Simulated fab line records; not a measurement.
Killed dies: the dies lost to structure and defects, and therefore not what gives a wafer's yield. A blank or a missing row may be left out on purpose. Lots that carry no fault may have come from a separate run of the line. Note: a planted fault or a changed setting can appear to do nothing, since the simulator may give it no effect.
A struck lot beside a sound one    flow sky130    28 steps out of a route of 708
Sound: these wafers, L214.1, L214.4, L214.6. Wafers L225.1, L225.2, L225.5 were the ones struck. The cause is given at the end.
Per side, at each step with rows, come the tool, then ch with its chambers, and then its first start. Under that, the readings that differ: sound wafers    struck wafers    difference of the means    sigmas: that difference in standard deviations of wafers without a fault.
alike: readings with means less than 2 such deviations apart, plus words and numbers identical on both sides. not compared: withheld readings, readings lacking a value on some wafer, bounds such as >300 that could conceal the same value, and numbers that have no deviation in the record and whose values overlap.
The two part at a step that has a row with sigmas, a row that says differs or no value, or rows on one side only. Non-overlapping numbers with no deviation appear without sigmas and do not part them. Lack of a reading on every wafer of one side parts them only where that side has two or more wafers.

first, 5 steps without rows for these wafers: SKY_SONOS_ONO_COAT_08 (resist thk 1140 nm); SKY_SONOS_ONO_SOFTBAKE_09 (time 60 s); SKY_SONOS_ONO_EXPOSE_10 (exposes mask ONOM, target cd 410 nm); SKY_SONOS_ONO_PEB_11; SKY_SONOS_ONO_DEVELOP_12 (develop time 60 s).
SKY_SONOS_ONO_CD_MEAS_13: the cd target is 410 nm.
  sound on cd sem-01 at day 13 15:51; struck on cd sem-02 at day 18 01:35
reading     sound              struck             difference  sigmas
cd nm (nm)  411.1 411.7 410.9  405.9 407.9 407.2  -4.2        -2
SKY_SONOS_ONO_OVL_MEAS_14:
  sound on overlay-01 at day 13 15:58; struck on overlay-02 at day 18 01:43
  alike: SONOS_ONO_OVL
SKY_SONOS_ONO_ETCH_15: etches the open film in CHF3/O2, target depth 19.52 nm, time 7.8 s.
  sound on rie diel-03 ch 1,3, day 13 16:01; struck on rie diel-02 ch 0,2, day 18 01:45
reading                      sound        struck       difference  sigmas
drypump motor current A (A)  5.1 5.6 5.1  6.7 6.1 6.1  +1.0        +2
  alike: chf3 flow sccm, oes product au, throttle valve pct
  not compared: rf hours counter h
then, 1 step without rows for these wafers: SKY_SONOS_ONO_WET_ETCH_16 (etches SiO2 in dHF, target depth 14 nm, time 280 s).
SKY_SONOS_ONO_STRIP_17: strips in O2/N2.
  sound on plasma asher-03 ch 0,1, day 13 16:08; struck on plasma asher-02 ch 0,1, day 18 01:51
  alike: drypump motor current A, oes product au, strip time to endpoint s
  not compared: rf hours counter h
then, 2 steps without rows for these wafers: SKY_SONOS_ONO_WET_ETCH_18 (etches Si3N4 in H3PO4, target depth 15 nm, time 172 s); SKY_GATE_OXIDE_CLEAN_00 (cleans in SC1/SC2, time 150 s).
SKY_GATE_OXIDE_OXIDATION_01: stabilise 600 s, purge 300 s, target thk 10.268 nm.
  sound on furnace-02 ch 0, day 13 16:56; struck on furnace-02 ch 0, day 18 02:19
reading                                            sound                 struck                difference  sigmas
spike tc bottom C (C)                              919.0 919.4 920.0     905.7 904.4 903.7     -14.9       -14
spike tc centre C (C)                              902.4 900.3 900.3     886.6 886.4 885.3     -14.9       -15
spike tc lower C (C)                               902.0 902.1 897.8     885.1 887.3 884.6     -15.0       -8
spike tc top C (C)                                 908.8 910.3 911.2     895.9 898.3 897.6     -12.8       -13
spike tc upper C (C)                               901.4 900.2 900.6     886.7 887.5 888.0     -13.3       -12
tube center temp C (C)                             900.07 899.91 900.05  886.36 886.27 886.26  -13.71      -99 or more
tube_center_temp_C_max                             901.8 902.6 901.8     888.6 889.0 888.3     -13.4       -33
zone power centre pct (%)                          18.23 18.31 18.15     17.26 17.27 17.83     -0.78       -4
model.SiO2_of_GATE_OXIDE_OXIDATION_01.thk nm (nm)  10.43 10.35 10.34     8.856 8.958 8.857     -1.483      
SKY_GATE_OXIDE_THK_MEAS_02:
  sound on film metro-01 at day 13 18:20; struck on film metro-03 at day 18 03:58
reading                           sound              struck          difference  sigmas
GATE_OXIDE_OXIDATION_00_THK (nm)  10.39 10.32 10.32  8.84 8.99 8.88  -1.44       -8
  not compared: hold
then, 6 steps without rows for these wafers: SKY_GATE_OXIDE_HMDS_04 (prime time 60 s); SKY_GATE_OXIDE_COAT_05 (resist thk 1140 nm); SKY_GATE_OXIDE_SOFTBAKE_06 (time 60 s); SKY_GATE_OXIDE_EXPOSE_07 (exposes mask LVOM, target cd 600 nm); SKY_GATE_OXIDE_PEB_08; SKY_GATE_OXIDE_DEVELOP_09 (develop time 60 s).
SKY_GATE_OXIDE_OVL_MEAS_10:
  sound on overlay-01 at day 14 18:53; struck on overlay-02 at day 19 10:14
  alike: GATE_OXIDE_OVL
then, 2 steps without rows for these wafers: SKY_GATE_OXIDE_IMPLANT_11; SKY_GATE_OXIDE_WET_ETCH_12 (etches SiO2 in dHF, target depth 16.8 nm, time 336 s).
SKY_GATE_OXIDE_STRIP_13: strips in O2/N2.
  sound on plasma asher-03 ch 0,1, day 14 19:11; struck on plasma asher-04 ch 0,1, day 19 10:39
  alike: drypump motor current A, oes product au, strip time to endpoint s
  not compared: rf hours counter h
SKY_GATE_OXIDE_TW_MEAS_14:
  sound on film metro-01 at day 14 19:17; struck on film metro-02 at day 19 10:58
reading        sound              struck             difference  sigmas
GATE_OXIDE_TW  221.6 222.4 224.0  224.9 225.0 227.3  +3.1        +2
  not compared: hold
SKY_GATE_OXIDE_OXIDATION_16: stabilise 600 s, purge 300 s, target thk 3.57 nm.
  sound on furnace-01 ch 0, day 14 20:53; struck on furnace-01 ch 0, day 19 13:16
reading                                            sound              struck             difference  sigmas
model.SiO2_of_GATE_OXIDE_OXIDATION_01.thk nm (nm)  11.73 11.63 11.63  10.37 10.45 10.34  -1.28       
  alike: spike tc bottom C, spike tc centre C, spike tc lower C, spike tc top C, spike tc upper C, tube center temp C, tube_center_temp_C_max, zone power centre pct
then, 1 step without rows for these wafers: SKY_POLY_GATE_CVD_00 (deposits poly-Si, target thk 180 nm, time 720 s).
-- a jump in the record: the struck wafers' starts before and after are 30 days apart (it breaks off in module POLY_GATE and resumes in module PAD_OPEN, where the first step shown is number 708 of the route) --
SKY_PAD_OPEN_PROBE_99:
  sound on prober-02 at day 46 11:29; struck on prober-01 at day 49 10:46
reading                                 sound                        struck                        difference  sigmas
killed_at_M4_up                         9 5 7                        4 4 1                         -4          -2
model.etest.nfet_16v.r on ohm um        1.402e+04 1.39e+04 1.38e+04  1.36e+04 1.353e+04 1.348e+04  -3.70e+02   
model.etest.pfet g5v0d10v5.r on ohm um  4820 4839 4784               4496 4515 4453                -326        
model.etest.tip sonos.rs ohm sq         2665 2634 2687               2418 2422 2396                -250        
model.etest.nfet g5v0d10v5.r on ohm um  1911 1887 1891               1778 1816 1797                -99         
model.etest.nfet g5v0d10v5.drive ua um  589.8 602.1 605              668.9 660 674.7               +68.9       
model.etest.nfet_05v0_nvt.drive ua um   569.6 579.8 581.5            625.4 623.2 629.4             +49.0       
model.etest.pfet g5v0d10v5.drive ua um  334.9 334 338.2              374.4 370.7 371               +36.3       
model.etest.nfet_16v.drive ua um        222.2 224.8 224.6            244 240.7 245                 +19         
  alike: killed_at_M0_to_M3, killed at contacts, killed at front end, killed at other, killed dies, killed open, killed short

## WHERE THEY PART
Last at SKY_PAD_OPEN_PROBE_99 as far as this record goes, first at SKY_SONOS_ONO_CD_MEAS_13.

WHY: whatever the simulator had introduced
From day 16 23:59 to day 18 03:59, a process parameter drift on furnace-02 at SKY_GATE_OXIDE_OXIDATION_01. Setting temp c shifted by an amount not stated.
